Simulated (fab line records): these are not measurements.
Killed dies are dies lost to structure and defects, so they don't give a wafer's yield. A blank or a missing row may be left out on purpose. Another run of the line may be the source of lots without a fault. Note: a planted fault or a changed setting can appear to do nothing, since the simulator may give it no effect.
Which tool is to blame? ; flow gf180mcu ; 14 lots, 42 wafers sampled, at 5 steps of a route of 602

== WHAT THE GAUGES READ, wafer by wafer ==
GF_VT_IMPLANT_RS_MEAS_48: measures by four-point-probe. Usual: LVPWELL_RS typically reads 1209 ohm/sq, with standard deviation 3.3.
lot;measured;on;LVPWELL_RS (ohm/sq);flag
L433;day 7 11:42;film-metro-02;1211 1208 1211;
L434;day 8 02:57;film-metro-01;1211 1209 1209;
L436;day 8 14:13;film-metro-01;1212 1213 1211;
L437;day 8 17:35;film-metro-01;1213 1211 1209;
L438;day 9 01:40;film-metro-01;1208 1209 1211;
L439;day 9 08:18;film-metro-01;1213 1212 1211;
L440;day 9 17:51;film-metro-01;1212 1215 1212;
L441;day 9 20:45;film-metro-02;1207 1210 1206;
L443;day 10 10:23;film-metro-01;1212 1209 1211;
L444;day 10 18:17;film-metro-01;1212 1210 1210;
L445;day 10 23:34;film-metro-01;1214 1215 1216;
L446;day 11 04:41;film-metro-02;1205 1206 1209;
L451;day 12 15:20;film-metro-03;1250 1249 1253;OFF
L452;day 12 21:08;film-metro-02;1254 1250 1252;OFF

GF_HV_LDD_CD_MEAS_46 targets a cd of 400 nm. Usual: cd-nm at 393.1 nm, with a standard deviation of 2.2.
lot;measured;on;cd-nm (nm);flag
L433;day 12 10:34;cd-sem-02;393.5 392.9 391.5;
L434;day 13 06:55;cd-sem-01;394.5 394.0 395.2;
L436;day 13 15:00;cd-sem-01;394.0 391.6 389.9;
L437;day 13 23:05;cd-sem-01;391.8 391.4 391.3;
L438;day 14 09:37;cd-sem-01;394.1 393.7 393.7;
L439;day 14 11:32;cd-sem-01;395.5 394.5 394.4;
L440;day 15 00:52;cd-sem-02;392.2 391.6 392.8;
L441;day 15 06:43;cd-sem-01;396.5 397.6 399.1;
L443;day 15 18:43;cd-sem-01;394.7 395.8 394.3;
L444;day 16 04:47;cd-sem-02;392.7 395.4 392.1;
L445;day 16 08:47;cd-sem-01;392.6 392.5 391.7;
L446;day 16 15:11;cd-sem-02;395.4 394.5 396.3;
L451;day 18 13:23;cd-sem-02;394.0 393.5 396.1;
L452;day 18 16:48;cd-sem-02;390.4 389.2 390.7;

GF_NSD_CD_MEAS_07 targets a cd of 400 nm. Usual: cd-nm at 401.0 nm, with a standard deviation of 1.9.
lot;measured;on;cd-nm (nm);flag
L433;day 13 09:08;cd-sem-01;400.4 400.9 398.1;
L434;day 14 07:04;cd-sem-01;404.1 403.3 401.9;
L436;day 14 14:52;cd-sem-01;400.3 401.9 400.8;
L437;day 14 23:59;cd-sem-01;400.5 402.8 400.9;
L438;day 15 10:25;cd-sem-02;400.4 400.2 400.2;
L439;day 15 11:34;cd-sem-01;400.8 402.1 403.8;
L440;day 16 00:53;cd-sem-02;404.2 401.8 403.2;
L441;day 16 07:44;cd-sem-02;402.2 402.6 403.4;
L443;day 16 21:38;cd-sem-01;397.5 399.9 398.3;
L444;day 17 06:59;cd-sem-02;400.5 399.4 402.9;
L445;day 17 10:25;cd-sem-01;400.0 401.5 401.9;
L446;day 17 16:50;cd-sem-01;400.3 400.0 399.7;
L451;day 19 16:32;cd-sem-01;400.7 400.9 399.6;
L452;day 19 21:15;cd-sem-01;398.3 398.5 396.1;

GF_PSD_RS_MEAS_14: measures by four-point-probe. Usual: NSD_RS typically reads 46.43 ohm/sq, with standard deviation 0.1.
lot;measured;on;NSD_RS (ohm/sq);flag
L433;day 14 04:47;film-metro-02;46.27 46.25 46.23;
L434;day 15 05:19;film-metro-04;46.49 46.41 46.37;
L436;day 15 12:31;film-metro-01;46.49 46.45 46.47;
L437;day 15 22:13;film-metro-01;46.45 46.44 46.47;
L438;day 16 08:34;film-metro-04;46.37 46.38 46.37;
L439;day 16 09:26;film-metro-01;46.49 46.51 46.53;
L440;day 16 23:39;film-metro-01;46.57 46.41 46.45;
L441;day 17 07:55;film-metro-02;46.36 46.45 46.30;
L443;day 17 20:28;film-metro-01;46.50 46.43 46.50;
L444;day 18 07:16;film-metro-04;46.46 46.40 46.47;
L445;day 18 10:40;film-metro-01;46.48 46.45 46.43;
L446;day 18 17:46;film-metro-01;46.45 46.43 46.39;
L451;day 20 17:33;film-metro-04;46.38 46.39 46.39;
L452;day 20 22:51;film-metro-01;46.52 46.59 46.53;

== EACH LOT AND THE TOOL THAT RAN IT (in order: tool; ch and the chambers of the sampled wafers; start) ==
lot;GF_LVPWELL_IMPLANT_08
L433;implanter-04 ch 0, day 3 18:22
L434;implanter-04 ch 0, day 4 07:25
L436;implanter-04 ch 0, day 4 15:24
L437;implanter-04 ch 0, day 4 19:09
L438;implanter-03 ch 0, day 5 03:31
L439;implanter-04 ch 0, day 5 09:28
L440;implanter-04 ch 0, day 5 16:09
L441;implanter-04 ch 0, day 5 18:30
L443;implanter-03 ch 0, day 6 06:30
L444;implanter-04 ch 0, day 6 12:33
L445;implanter-02 ch 0, day 6 18:18
L446;implanter-04 ch 0, day 6 23:03
L451;implanter-04 ch 0, day 8 01:35
L452;implanter-04 ch 0, day 8 09:09
- GF_LVPWELL_IMPLANT_08

== WHAT THE TOOLS THEMSELVES READ (means of the sampled wafers that have a number; where no wafer has one, the mark that the record gives instead) ==
GF_LVPWELL_IMPLANT_08. Usual: beam-energy-keV 170.01, standard deviation 0.057; faraday-current-uA 84.5, standard deviation 1.8.
lot;tool;beam-energy-keV;faraday-current-uA;flag
L433;implanter-04;169.97;84.0;
L434;implanter-04;170.04;83.9;
L436;implanter-04;170.03;83.9;
L437;implanter-04;169.95;85.2;
L438;implanter-03;170.00;86.3;
L439;implanter-04;170.02;84.3;
L440;implanter-04;169.96;84.1;
L441;implanter-04;169.99;83.7;
L443;implanter-03;170.02;85.2;
L444;implanter-04;170.00;84.9;
L445;implanter-02;170.10;83.8;
L446;implanter-04;170.04;84.4;
L451;implanter-04;142.50;84.1;OFF
L452;implanter-04;142.58;83.6;OFF

== THE ANSWER, worked out from the rows above alone ==
Rule: a lot is off if the mean of its wafers that have a number lies more than 3 standard deviations from the usual mean. A lot without any number at a reading at which 4 lots or more have one is off too. The other lots that the step has rows for count as sound. After the gauges, taken in route order, come the tools' own readings; for these a lot's mean is taken, as printed above. The first step at which some lot is off is used, and at that step the reading that is off furthest; a lot without a number counts as furthest.
Off: L451, L452, at GF_VT_IMPLANT_RS_MEAS_48 (LVPWELL_RS).
A tool fits if, at a process step before that reading, it ran every lot that is off, and no sound lot after the first of them. Not tried: the gauges at GF_VT_IMPLANT_RS_MEAS_48; whatever is off there is also off at GF_LVPWELL_IMPLANT_08, on other tools, and gauge error can't account for it. One fits: GF_LVPWELL_IMPLANT_08 on implanter-04. Its last sound lot is L446 (day 6 23:03), its first lot that is off L451 (day 8 01:35): a fault that began between those two fits.
The tool's own readings at GF_LVPWELL_IMPLANT_08 bear it out: on the lots that are off they differ by more than 5 times the standard deviation of the sound lots' means. beam-energy-keV reads 142.54 there against 170.01 on the sound lots.

== WHAT HAD BEEN PUT IN BY THE SIMULATOR ==
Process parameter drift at GF_LVPWELL_IMPLANT_08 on implanter-04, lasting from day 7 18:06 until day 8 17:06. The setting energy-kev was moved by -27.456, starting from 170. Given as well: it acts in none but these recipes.
Shown lots that were struck: L451, L452. The rule given above showed the same thing.
